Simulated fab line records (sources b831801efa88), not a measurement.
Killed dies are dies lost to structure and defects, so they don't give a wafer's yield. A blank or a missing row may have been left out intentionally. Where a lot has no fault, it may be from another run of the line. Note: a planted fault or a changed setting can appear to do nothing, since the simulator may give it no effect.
One fault seen from 2 desks + flow gf180mcu + what lay behind the numbers comes last; until then each desk has only its own

## FROM THE METROLOGY DESK
Means of the sampled wafers that have a number, per lot and without regard to the tool the lot ran on: this is what the gauges read. Marked OUT: a lot whose mean sits more than 4 standard deviations from the usual mean, which makes it out of limits; the brackets give that distance.
Columns: A = cd-nm at GF_STI_CD_MEAS_12, usual 219.9 nm; B = MVSD_RS at GF_VT_IMPLANT_RS_MEAS_46, usual 455.8 ohm/sq
| lot  | first seen here | A     | B     |
|------|-----------------|-------|-------|
| L906 | day 2 03:16     | 221.2 | 456.8 |
| L908 | day 2 12:02     | 217.0 | 456.7 |
| L909 | day 2 16:35     | 220.6 | 454.7 |
| L912 | day 3 07:57     | 219.3 | 457.0 |
| L915 | day 3 23:35     | 219.0 | -     |
| L916 | day 4 06:31     | 218.9 | -     |
| L920 | day 5 01:09     | 220.6 | 457.1 |
| L922 | day 5 11:29     | 223.3 | 457.2 |
| L924 | day 5 22:23     | 220.5 | 454.7 |
| L925 | day 6 03:17     | 221.1 | 455.2 |
| L927 | day 6 13:14     | 217.4 | 454.5 |
| L928 | day 6 19:11     | 220.0 | 454.8 |
Finding of this desk: none of the 12 lots has anything out of limits.

## AT THE TOOL OWNER'S DESK: rie-diel-02
The tool's own readings at GF_STI_ETCH_13 (etches the open film in CHF3/O2, stops on Si, target depth 282.31 nm, time 112.9 s): means of the sampled wafers that have a number, for each lot that ran on this tool. Marked OUT: a lot whose mean sits more than 4 standard deviations from the usual mean, which makes it out of limits; the brackets give that distance.
Columns: A = O2_flow_sccm at GF_STI_ETCH_13, usual 4.999 sccm; B = bias-w at GF_STI_ETCH_13, usual 200.0 W; C = drypump-motor-current-A at GF_STI_ETCH_13, usual 6.0 A; D = oes-product-au at GF_STI_ETCH_13, usual 0.830 a.u.; E = throttle-valve-pct at GF_STI_ETCH_13, usual 8.809 %
| lot  | first seen here | A     | B     | C   | D     | E     |
|------|-----------------|-------|-------|-----|-------|-------|
| L908 | day 2 12:08     | 4.994 | 200.2 | 6.4 | 0.833 | 8.808 |
| L909 | day 2 16:41     | 4.997 | 199.8 | 6.5 | 0.831 | 8.800 |
| L920 | day 5 01:14     | 4.998 | 200.1 | 6.0 | 0.837 | 8.803 |
| L922 | day 5 11:35     | 4.991 | 200.2 | 6.1 | 0.835 | 8.815 |
| L924 | day 5 22:29     | 4.997 | 199.9 | 6.5 | 0.827 | 8.804 |
| L925 | day 6 03:23     | 4.991 | 199.9 | 6.3 | 0.828 | 8.805 |
Finding of this desk: none of the 6 lots has anything out of limits.

## PUT TOGETHER
The metrology desk saw nothing out of limits.
Nothing out of limits was seen by the tool owner's desk.

## WHAT HAD BEEN PUT IN BY THE SIMULATOR
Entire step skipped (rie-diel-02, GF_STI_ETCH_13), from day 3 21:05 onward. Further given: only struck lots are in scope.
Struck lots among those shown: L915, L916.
